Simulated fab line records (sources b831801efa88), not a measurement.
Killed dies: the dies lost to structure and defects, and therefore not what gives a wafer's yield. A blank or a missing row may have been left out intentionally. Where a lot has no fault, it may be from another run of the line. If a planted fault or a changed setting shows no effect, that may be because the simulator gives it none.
A lot that was struck, set against a sound lot / flow sky130 / 15 steps out of a route of 708
Sound: these wafers, L747.2, L747.3, L747.4. Wafers struck: L752.2, L752.3, L752.6. Last of all comes the cause.
Order at every step that has rows: each side's tool, ch and its chambers, its first start. Under that, the readings that differ: sound wafers / struck wafers / difference of the means / sigmas: that difference in standard deviations of wafers without a fault.
alike: a reading whose means differ by less than 2 such deviations, as well as words and numbers matching on both sides. not compared: withheld readings; readings where some wafer has no value; bounds like >300 that might hide an equal value; numbers whose values overlap and for which the record gives no deviation.
A row with sigmas, a row that says differs or no value, or rows on one side alone: a step with any of these is where the two part. Non-overlapping numbers with no deviation appear without sigmas and do not part them. Lack of a reading on every wafer of one side parts them only where that side has two or more wafers.

SKY_VIA3_ETCH_14: etches BARC in N2/H2, stops on SiO2, time 45.9 s, target depth 60 nm.
  sound on rie-diel-03 ch 0,1,2, day 44 08:41; struck on rie-diel-02 ch 0,1,2, day 45 11:29
  alike: drypump-motor-current-A, oes-product-au, rf-fwd-power-W, throttle-valve-pct
  not compared: rf-hours-counter-h
SKY_VIA3_ETCH_15: etches SiO2 in C4F8/O2/Ar, stops on TiN, target depth 507 nm, time 78 s.
  sound on rie-diel-03 ch 0,1,2, day 44 08:44; struck on rie-diel-02 ch 0,1,2, day 45 11:32
  alike: oes-product-au, rf-fwd-power-W
  not compared: rf-hours-counter-h
then, 4 steps without rows for these wafers: SKY_VIA3_STRIP_16 (strips in O2/N2); SKY_VIA3_STRIP_17 (strips in post etch residue remover, time 1200 s); SKY_VIA3_CLEAN_18 (cleans in IPA, time 180 s); SKY_VIA3_CLEAN_19 (cleans in O3/DIW).
SKY_VIA3_SPUTTER_20: material TiN, target thk 20 nm, time 80 s.
  sound on pvd-sputter-04 at day 44 09:26; struck on pvd-sputter-03 at day 45 12:11
  alike: cathode-dc-power-W, chamber-pressure-pa, throttle-valve-pct
then, 1 step without rows for these wafers: SKY_VIA3_CVD_21 (deposits W, target thk 390 nm, time 117.31 s).
SKY_VIA3_RS_MEAS_22: uses a four-point probe to measure.
  sound on film-metro-04 at day 44 09:38; struck on film-metro-02 at day 45 12:23
  alike: VIA3_W_RS
SKY_VIA3_THK_MEAS_23: measures by xrf.
  sound on film-metro-04 at day 44 09:44; struck on film-metro-02 at day 45 12:30
reading=VIA3_W_THK (nm); sound=390 385 398; struck=409 414 411; difference=+20; sigmas=+3
then, 1 step without rows for these wafers: SKY_VIA3_CMP_24 (polishes, stops on SiO2, t overpolish 20 s, target thk 0 nm).
SKY_METAL4_SPUTTER_00: material Ti, target thk 15 nm, time 10 s.
  sound on pvd-sputter-01 at day 44 10:05; struck on pvd-sputter-02 at day 45 12:51
  alike: cathode-dc-power-W, chamber-pressure-pa, throttle-valve-pct
SKY_METAL4_SPUTTER_01: material TiN, target thk 20 nm, time 16.7 s.
  sound on pvd-sputter-01 at day 44 10:07; struck on pvd-sputter-02 at day 45 12:53
  no value came back on the struck wafers for cathode-dc-power-W (W), chamber-pressure-pa (Pa), throttle-valve-pct (%); on the sound wafers cathode-dc-power-W (W) reads 6499.3 6499.9 6501.3
SKY_METAL4_SPUTTER_02: material AlCu, target thk 735 nm, time 39.1 s.
  sound on pvd-sputter-01 at day 44 10:08; struck on pvd-sputter-02 at day 45 12:54
  alike: cathode-dc-power-W, chamber-pressure-pa, throttle-valve-pct
SKY_PAD_OPEN_PROBE_99:
  rows exist in the record for the sound wafers here (prober-02, day 49 19:11), none for the struck ones

== WHERE THEY PART ==
Last at SKY_PAD_OPEN_PROBE_99 as far as this record goes, first at SKY_VIA3_THK_MEAS_23.

WHY: what the simulator had put in
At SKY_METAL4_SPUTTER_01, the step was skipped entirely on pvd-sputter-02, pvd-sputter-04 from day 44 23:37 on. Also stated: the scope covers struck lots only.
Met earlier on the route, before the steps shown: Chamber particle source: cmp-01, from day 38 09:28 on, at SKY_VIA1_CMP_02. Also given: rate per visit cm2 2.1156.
